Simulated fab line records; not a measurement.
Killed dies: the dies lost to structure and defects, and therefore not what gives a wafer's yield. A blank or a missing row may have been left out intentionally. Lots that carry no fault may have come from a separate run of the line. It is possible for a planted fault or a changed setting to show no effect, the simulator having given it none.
fab line records + flow sky130
record:
- lots: 14
- wafers: 42
- lastDay: 50
route steps=708 shown DNWELL@43 NWELL@78 VT_ADJUST_HVTR@139 GATE_OXIDE@196
lots untouched by any fault: they come from a run of this same line in which no faults occurred
startH: hours from the record's opening day to when the first of the lot's shown wafers began + waitH: hours elapsed since this lot's preceding step + " as in the row above + L1.1+2: a row that stands for several wafers + - no value, or no start given + * or withheld: withheld + < > ~ a bound
route shown NAME@n: names a module that has steps shown in the file, with the first one's number in the route + usual: mean and standard deviation over wafers with no fault + same: alike in all rows + chamber/n: place in a boat + sites: per-site readings + _std_site: the values' standard deviation + _edge_site: outer sites' mean less inner sites' + radiusMm: how far each site lies from the wafer's centre + mask NAME#n: copy n + behind: the tool/chamber that last shaped the wafer + hold: why the lot was held/for how many hours/how that ended + device: the transistor (n, p or np) that didn't switch + end of line: tests run on the same wafers once the route is complete + a step with no rows: only its recipe + killed: not the wafer's yield, but the dies lost to structure and defects at the first sort + map: per-die view of a wafer (x killed, . not killed, _ where there is no die)
set.NAME: the setting as run; set.NAME@STEP: as run at that earlier step + model.NAME: the simulator's own value behind a step, which no gauge read
the route's steps for a sample of lots (tables are steps, rows are wafers)
services: the hour from which a tool's chamber was out of use, counted from the record's first day as startH (under 0 if before that day), plus the number of hours and why
== steps ==
step: SKY_DNWELL_STRIP_08
recipe:
- chemistry: O2/N2
- powerW: 1400
- pressureMtorr: 1500
- platenTempC: withheld
- o2FlowSccm: 3000
- n2FlowSccm: 300
- overashFraction: 0.5
usual:
- drypumpMotorCurrentA: 5.7/0.44
- oesProductAu: 0.722/0.0042
- stripTimeToEndpointS: 36.96/0.11
| lot.wafer | tool           | chamber | startH | waitH | drypumpMotorCurrentA | oesProductAu | rfHoursCounterH | stripTimeToEndpointS |
|-----------|----------------|---------|--------|-------|----------------------|--------------|-----------------|----------------------|
| L225.1    | plasmaAsher-03 | 0       | 51.94  | 0.1   | 5.7                  | 0.724        | 39              | 37.20                |
| L225.2    | "              | 1       | "      | "     | 6.2                  | 0.721        | 39              | 37.12                |
| L225.3    | "              | 0       | "      | "     | 5.7                  | 0.722        | -               | 37.20                |
| L227.4    | plasmaAsher-02 | 1       | 62.12  | 0.1   | 5.8                  | 0.720        | -               | 36.92                |
| L227.5    | "              | 0       | "      | "     | 4.8                  | 0.724        | -               | 36.90                |
| L227.6    | "              | 1       | "      | "     | 5.8                  | 0.728        | -               | 36.82                |
| L230.2    | plasmaAsher-02 | 1       | 80.31  | 0.1   | 5.9                  | 0.718        | 40              | 36.89                |
| L230.3    | "              | 1       | "      | "     | 5.8                  | 0.724        | -               | 37.04                |
| L230.6    | "              | 1       | "      | "     | 5.8                  | 0.722        | -               | 36.83                |
| L232.1    | plasmaAsher-03 | 1       | 88.24  | 0.1   | 6.1                  | 0.720        | 43              | 37.09                |
| L232.2    | "              | 0       | "      | "     | 5.7                  | 0.726        | 43              | 36.92                |
| L232.6    | "              | 1       | "      | "     | 6.2                  | 0.725        | -               | 37.00                |
| L233.1    | plasmaAsher-04 | 0       | 101.01 | 0.1   | 6.0                  | 0.720        | 41              | 36.77                |
| L233.3    | "              | 0       | "      | "     | 6.0                  | 0.718        | -               | 36.66                |
| L233.6    | "              | 0       | "      | "     | 6.0                  | 0.719        | -               | 36.71                |
| L236.1    | plasmaAsher-04 | 0       | 116.56 | 0.1   | 6.0                  | 0.715        | 43              | 36.86                |
| L236.4    | "              | 1       | "      | "     | 5.9                  | 0.725        | -               | 36.84                |
| L236.5    | "              | 0       | "      | "     | 6.0                  | 0.728        | -               | 36.94                |
| L237.2    | plasmaAsher-04 | 0       | 119.52 | 0.1   | 6.0                  | 0.719        | 43              | 37.06                |
| L237.3    | "              | 1       | "      | "     | 5.9                  | 0.717        | -               | 37.12                |
| L237.4    | "              | 0       | "      | "     | 6.0                  | 0.728        | -               | 36.98                |
| L240.3    | plasmaAsher-02 | 0       | 132.35 | 0.1   | 4.8                  | 0.721        | -               | 37.01                |
| L240.4    | "              | 1       | "      | "     | 5.7                  | 0.730        | -               | 37.18                |
| L240.6    | "              | 1       | "      | "     | 5.8                  | 0.720        | -               | 37.06                |
| L241.2    | plasmaAsher-04 | 0       | 138.84 | 0.1   | 6.0                  | 0.720        | 45              | 36.86                |
| L241.3    | "              | 0       | "      | "     | 6.0                  | 0.722        | -               | 37.01                |
| L241.4    | "              | 1       | "      | "     | 5.9                  | 0.725        | -               | 36.95                |
| L242.2    | plasmaAsher-02 | 1       | 141.92 | 0.1   | 5.8                  | 0.723        | 2               | 37.01                |
| L242.4    | "              | 1       | "      | "     | 5.8                  | 0.716        | -               | 37.02                |
| L242.6    | "              | 0       | "      | "     | 4.8                  | 0.725        | -               | 36.90                |
| L244.1    | plasmaAsher-02 | 1       | 155.27 | 0.1   | 5.8                  | 0.717        | 3               | 36.95                |
| L244.3    | "              | 0       | "      | "     | 4.8                  | 0.720        | -               | 37.00                |
| L244.5    | "              | 0       | "      | "     | 4.8                  | 0.725        | -               | 37.02                |
| L245.2    | plasmaAsher-04 | 1       | 159.62 | 0.1   | 5.9                  | 0.723        | 47              | 37.03                |
| L245.3    | "              | 1       | "      | "     | 5.9                  | 0.721        | -               | 37.08                |
| L245.5    | "              | 1       | "      | "     | 5.9                  | 0.720        | -               | 37.13                |
| L247.1    | plasmaAsher-04 | 1       | 172.07 | 0.1   | 5.9                  | 0.715        | 48              | 36.99                |
| L247.2    | "              | 0       | "      | "     | 6.0                  | 0.723        | 48              | 36.91                |
| L247.4    | "              | 1       | "      | "     | 5.9                  | 0.721        | -               | 37.00                |
| L248.1    | plasmaAsher-03 | 1       | 176.42 | 0.1   | 6.2                  | 0.721        | 52              | 36.97                |
| L248.4    | "              | 0       | "      | "     | 5.6                  | 0.724        | -               | 36.94                |
| L248.5    | "              | 1       | "      | "     | 6.2                  | 0.730        | -               | 37.01                |
step: SKY_NWELL_STRIP_25
recipe:
- chemistry: O2/N2
- powerW: 1400
- pressureMtorr: 1500
- platenTempC: withheld
- o2FlowSccm: 3000
- n2FlowSccm: 300
- overashFraction: 0.5
usual:
- drypumpMotorCurrentA: 5.95/0.26
- oesProductAu: 0.722/0.0043
- stripTimeToEndpointS: 36.94/0.1
| lot.wafer | tool           | chamber | startH | waitH | drypumpMotorCurrentA | oesProductAu | rfHoursCounterH | stripTimeToEndpointS |
|-----------|----------------|---------|--------|-------|----------------------|--------------|-----------------|----------------------|
| L225.1    | plasmaAsher-03 | 0       | 101.81 | 0.1   | 5.66                 | 0.719        | 45              | 36.83                |
| L225.2    | "              | 1       | "      | "     | 6.16                 | 0.725        | 45              | 36.82                |
| L225.3    | "              | 0       | "      | "     | 5.65                 | 0.722        | -               | 36.83                |
| L227.4    | plasmaAsher-04 | 0       | 113.89 | 0.1   | 6.03                 | 0.720        | -               | 36.77                |
| L227.5    | "              | 1       | "      | "     | 5.87                 | 0.717        | -               | 36.84                |
| L227.6    | "              | 0       | "      | "     | 6.02                 | 0.730        | -               | 36.93                |
| L230.2    | plasmaAsher-01 | 1       | 134.55 | 0.1   | 5.68                 | 0.714        | 33              | 36.84                |
| L230.3    | "              | 1       | "      | "     | 5.65                 | 0.711        | -               | 36.82                |
| L230.6    | "              | 1       | "      | "     | 5.65                 | 0.714        | -               | 36.95                |
| L232.1    | plasmaAsher-01 | 1       | 143.85 | 0.1   | 5.66                 | 0.719        | 34              | 36.95                |
| L232.2    | "              | 0       | "      | "     | 6.28                 | 0.721        | 34              | 37.02                |
| L232.6    | "              | 0       | "      | "     | 6.28                 | 0.728        | -               | 36.90                |
| L233.1    | plasmaAsher-01 | 1       | 157.88 | 0.1   | 5.65                 | 0.728        | 35              | 36.88                |
| L233.3    | "              | 1       | "      | "     | 5.65                 | 0.723        | -               | 36.85                |
| L233.6    | "              | 0       | "      | "     | 6.29                 | 0.721        | -               | 36.73                |
| L236.1    | plasmaAsher-04 | 1       | 175.73 | 0.1   | 5.93                 | 0.718        | 49              | 36.91                |
| L236.4    | "              | 0       | "      | "     | 6.03                 | 0.714        | -               | 36.91                |
| L236.5    | "              | 0       | "      | "     | 6.04                 | 0.723        | -               | 36.99                |
| L237.2    | plasmaAsher-03 | 0       | 177.50 | 0.1   | 5.68                 | 0.719        | 52              | 37.08                |
| L237.3    | "              | 0       | "      | "     | 5.67                 | 0.724        | -               | 37.12                |
| L237.4    | "              | 1       | "      | "     | 6.15                 | 0.725        | -               | 37.23                |
| L240.3    | plasmaAsher-04 | 0       | 192.91 | 0.1   | 6.02                 | 0.714        | -               | 36.95                |
| L240.4    | "              | 1       | "      | "     | 5.91                 | 0.731        | -               | 36.90                |
| L240.6    | "              | 1       | "      | "     | 5.90                 | 0.721        | -               | 36.89                |
| L241.2    | plasmaAsher-01 | 1       | 200.25 | 0.1   | 5.65                 | 0.722        | 39              | 37.12                |
| L241.3    | "              | 0       | "      | "     | 6.30                 | 0.717        | -               | 37.13                |
| L241.4    | "              | 1       | "      | "     | 5.65                 | 0.721        | -               | 37.05                |
| L242.2    | plasmaAsher-03 | 1       | 203.71 | 0.1   | 6.17                 | 0.722        | 55              | 37.05                |
| L242.4    | "              | 0       | "      | "     | 5.66                 | 0.731        | -               | 36.92                |
| L242.6    | "              | 0       | "      | "     | 5.67                 | 0.717        | -               | 36.94                |
| L245.2    | plasmaAsher-03 | 0       | 224.36 | 0.1   | 5.64                 | 0.718        | 57              | 37.21                |
| L245.3    | "              | 0       | "      | "     | 5.66                 | 0.715        | -               | 37.20                |
| L245.5    | "              | 0       | "      | "     | 5.63                 | 0.728        | -               | 37.25                |
| L244.1    | plasmaAsher-03 | 1       | 229.91 | 0.1   | 6.16                 | 0.723        | 57              | 36.95                |
| L244.3    | "              | 1       | "      | "     | 6.13                 | 0.726        | -               | 36.97                |
| L244.5    | "              | 0       | "      | "     | 5.67                 | 0.723        | -               | 36.94                |
| L247.1    | plasmaAsher-01 | 1       | 237.30 | 0.1   | 5.63                 | 0.722        | 43              | 36.80                |
| L247.2    | "              | 0       | "      | "     | 6.30                 | 0.721        | 43              | 36.92                |
| L247.4    | "              | 1       | "      | "     | 5.65                 | 0.722        | -               | 36.87                |
| L248.1    | plasmaAsher-01 | 0       | 241.98 | 0.1   | 6.29                 | 0.722        | 43              | 36.91                |
| L248.4    | "              | 0       | "      | "     | 6.30                 | 0.722        | -               | 36.97                |
| L248.5    | "              | 1       | "      | "     | 5.64                 | 0.720        | -               | 36.91                |
step: SKY_VT_ADJUST_HVTR_OVL_MEAS_08
usual:
- VT_ADJUST_HVTR_OVL: 0.4/1.2
| lot.wafer | tool       | chamber | startH | waitH | VT_ADJUST_HVTR_OVL[nm] |
|-----------|------------|---------|--------|-------|------------------------|
| L225.1    | overlay-02 | -       | 199.85 | 0.1   | -1.7                   |
| L225.2    | "          | -       | "      | "     | -0.4                   |
| L225.3    | "          | -       | "      | "     | -1.3                   |
| L227.4    | overlay-01 | -       | 216.60 | 0.1   | 0.0                    |
| L227.5    | "          | -       | "      | "     | -0.2                   |
| L227.6    | "          | -       | "      | "     | 0.0                    |
| L230.2    | overlay-02 | -       | 240.69 | 0.1   | -0.2                   |
| L230.3    | "          | -       | "      | "     | 0.6                    |
| L230.6    | "          | -       | "      | "     | 0.1                    |
| L232.1    | overlay-02 | -       | 250.66 | 0.1   | -1.3                   |
| L232.2    | "          | -       | "      | "     | 0.8                    |
| L232.6    | "          | -       | "      | "     | -0.1                   |
| L233.1    | overlay-01 | -       | 269.78 | 0.1   | -0.1                   |
| L233.3    | "          | -       | "      | "     | 1.0                    |
| L233.6    | "          | -       | "      | "     | -1.9                   |
| L236.1    | overlay-02 | -       | 289.93 | 0.1   | -0.8                   |
| L236.4    | "          | -       | "      | "     | -0.2                   |
| L236.5    | "          | -       | "      | "     | 1.4                    |
| L237.2    | overlay-01 | -       | 294.24 | 0.1   | 1.3                    |
| L237.3    | "          | -       | "      | "     | 1.8                    |
| L237.4    | "          | -       | "      | "     | 0.5                    |
| L240.3    | overlay-01 | -       | 310.05 | 0.1   | 0.2                    |
| L240.4    | "          | -       | "      | "     | 2.7                    |
| L240.6    | "          | -       | "      | "     | 1.5                    |
| L241.2    | overlay-02 | -       | 321.29 | 0.1   | 0.7                    |
| L241.3    | "          | -       | "      | "     | 0.9                    |
| L241.4    | "          | -       | "      | "     | 0.6                    |
| L242.2    | overlay-02 | -       | 325.41 | 0.1   | -1.5                   |
| L242.4    | "          | -       | "      | "     | -0.3                   |
| L242.6    | "          | -       | "      | "     | -0.1                   |
| L245.2    | overlay-02 | -       | 349.16 | 0.1   | 1.0                    |
| L245.3    | "          | -       | "      | "     | -1.1                   |
| L245.5    | "          | -       | "      | "     | 1.1                    |
| L244.1    | overlay-01 | -       | 355.44 | 0.1   | 1.1                    |
| L244.3    | "          | -       | "      | "     | 1.3                    |
| L244.5    | "          | -       | "      | "     | 3.2                    |
| L247.1    | overlay-02 | -       | 363.19 | 0.1   | 2.6                    |
| L247.2    | "          | -       | "      | "     | 1.8                    |
| L247.4    | "          | -       | "      | "     | 1.1                    |
| L248.1    | overlay-02 | -       | 370.73 | 0.1   | 1.1                    |
| L248.4    | "          | -       | "      | "     | -0.5                   |
| L248.5    | "          | -       | "      | "     | 0.5                    |
step: SKY_GATE_OXIDE_DEVELOP_09
recipe:
- resist: NOVOLAK
- developer: TMAH
- developTimeS: 60
- devTempC: 23
usual:
- chillPlateTempC: 23.02/0.11
- developTimeS: 60/0
| lot.wafer | tool          | chamber | startH | waitH | chillPlateTempC | developTimeS |
|-----------|---------------|---------|--------|-------|-----------------|--------------|
| L225.1    | lithoTrack-04 | 0       | 304.11 | 0.1   | 22.88           | 60           |
| L225.2    | "             | 0       | "      | "     | 23.01           | 60           |
| L225.3    | "             | 0       | "      | "     | 22.91           | 60           |
| L227.4    | lithoTrack-01 | 0       | 322.84 | 0.1   | 23.11           | 60           |
| L227.5    | "             | 0       | "      | "     | 23.03           | 60           |
| L227.6    | "             | 0       | "      | "     | 23.13           | 60           |
| L230.2    | lithoTrack-01 | 0       | 349.89 | 0.1   | 22.96           | 60           |
| L230.3    | "             | 0       | "      | "     | 22.91           | 60           |
| L230.6    | "             | 0       | "      | "     | 23.11           | 60           |
| L232.1    | lithoTrack-01 | 0       | 361.52 | 0.1   | 23.21           | 60           |
| L232.2    | "             | 0       | "      | "     | 23.17           | 60           |
| L232.6    | "             | 0       | "      | "     | 23.11           | 60           |
| L233.1    | lithoTrack-01 | 0       | 388.02 | 0.1   | 23.06           | 60           |
| L233.3    | "             | 0       | "      | "     | 22.99           | 60           |
| L233.6    | "             | 0       | "      | "     | 22.88           | 60           |
| L236.1    | lithoTrack-04 | 0       | 403.81 | 0.1   | 23.17           | 60           |
| L236.4    | "             | 0       | "      | "     | 23.09           | 60           |
| L236.5    | "             | 0       | "      | "     | 23.09           | 60           |
| L237.2    | lithoTrack-01 | 0       | 410.24 | 0.1   | 23.03           | 60           |
| L237.3    | "             | 0       | "      | "     | 23.20           | 60           |
| L237.4    | "             | 0       | "      | "     | 23.30           | 60           |
| L240.3    | lithoTrack-01 | 0       | 429.17 | 0.1   | 22.96           | 60           |
| L240.4    | "             | 0       | "      | "     | 22.91           | 60           |
| L240.6    | "             | 0       | "      | "     | 23.04           | 60           |
| L241.2    | lithoTrack-01 | -       | 442.74 | 0.1   | -               | -            |
| L241.3    | "             | -       | "      | "     | -               | -            |
| L241.4    | "             | -       | "      | "     | -               | -            |
| L242.2    | lithoTrack-01 | -       | 448.39 | 0.1   | -               | -            |
| L242.4    | "             | -       | "      | "     | -               | -            |
| L242.6    | "             | -       | "      | "     | -               | -            |
| L245.2    | lithoTrack-04 | 0       | 474.94 | 0.1   | 23.07           | 60           |
| L245.3    | "             | 0       | "      | "     | 22.99           | 60           |
| L245.5    | "             | 0       | "      | "     | 23.10           | 60           |
| L244.1    | lithoTrack-01 | 0       | 482.62 | 0.1   | 22.79           | 60           |
| L244.3    | "             | 0       | "      | "     | 22.86           | 60           |
| L244.5    | "             | 0       | "      | "     | 23.08           | 60           |
| L247.1    | lithoTrack-02 | 0       | 491.99 | 0.1   | 22.97           | 60           |
| L247.2    | "             | 0       | "      | "     | 22.84           | 60           |
| L247.4    | "             | 0       | "      | "     | 23.14           | 60           |
| L248.1    | lithoTrack-04 | 0       | 500.51 | 0.1   | 23.18           | 60           |
| L248.4    | "             | 0       | "      | "     | 23.10           | 60           |
| L248.5    | "             | 0       | "      | "     | 23.14           | 60           |
== services ==
| tool           | chamber | startH | hours | kind                     |
|----------------|---------|--------|-------|--------------------------|
| plasmaAsher-03 | -       | 64.59  | 2.8   | pm                       |
| plasmaAsher-02 | -       | 68.85  | 7.8   | repair                   |
| plasmaAsher-02 | -       | 84.48  | 15.6  | pm                       |
| plasmaAsher-02 | -       | 104.50 | 8.7   | repair                   |
| plasmaAsher-03 | -       | 105.57 | 2.0   | repair                   |
| plasmaAsher-02 | -       | 113.24 | 9.0   | pm                       |
| plasmaAsher-02 | 0       | 113.24 | 9.0   | ventCycle                |
| plasmaAsher-02 | 1       | 113.24 | 9.0   | ventCycle                |
| plasmaAsher-02 | 0       | 122.24 | -     | clean                    |
| plasmaAsher-04 | -       | 162.89 | 1.0   | repair                   |
| lithoTrack-01  | -       | 236.42 | -     | consumableReplace:filter |
| plasmaAsher-04 | -       | 242.49 | 2.6   | repair                   |
| plasmaAsher-02 | -       | 282.42 | 6.6   | repair                   |
| plasmaAsher-02 | -       | 310.47 | 1.7   | repair                   |
| plasmaAsher-02 | -       | 324.24 | 2.8   | pm                       |
| plasmaAsher-01 | -       | 328.39 | 4.3   | pm                       |
| plasmaAsher-02 | -       | 332.69 | 6.3   | repair                   |
| plasmaAsher-04 | -       | 342.05 | 1.4   | repair                   |
| plasmaAsher-04 | -       | 421.25 | 9.0   | pm                       |
| plasmaAsher-04 | 0       | 421.25 | 9.0   | ventCycle                |
| plasmaAsher-04 | 1       | 421.25 | 9.0   | ventCycle                |
| plasmaAsher-04 | 0       | 430.25 | -     | clean                    |
| plasmaAsher-04 | 1       | 430.25 | -     | clean                    |
| plasmaAsher-02 | -       | 435.17 | 6.6   | repair                   |
== key ==
firstSign:
- step: SKY_GATE_OXIDE_DEVELOP_09
- reading: toolRecord
- direction: missing
effect none on later readings
metAt SKY_GATE_OXIDE_DEVELOP_09
struckLots L241,L242
laterRowsLeftOut L241.2,L241.3,L241.4,L242.2,L242.4,L242.6
sortLeftOut L241.2,L241.3,L241.4,L242.2,L242.4,L242.6
testerLeftOut L241,L242
notActingAt SKY_DNWELL_STRIP_08,SKY_NWELL_STRIP_25,SKY_VT_ADJUST_HVTR_OVL_MEAS_08
onsetBetween 429.17 442.74
fault:
- kind: skippedStepWhole
- tool: lithoTrack-01
- chamber: -
- onsetH: 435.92
- steps: SKY_GATE_OXIDE_DEVELOP_09
- scope: struckLotsOnly
testerLeftOut: of these lots the tester's yield and bins aren't shown, on N5 and GAA mostly nor the transistor test; their killed dies are dies lost to structure and defects alone, not to doping, threshold or leakage, so they don't give the yield
sortLeftOut: the simulated sort isn't trusted on such a fault, so these wafers' sort isn't shown, and their yield isn't known
laterRowsLeftOut: the simulator's readings of these wafers behind a module that went badly wrong aren't trusted and aren't shown, but for the sort
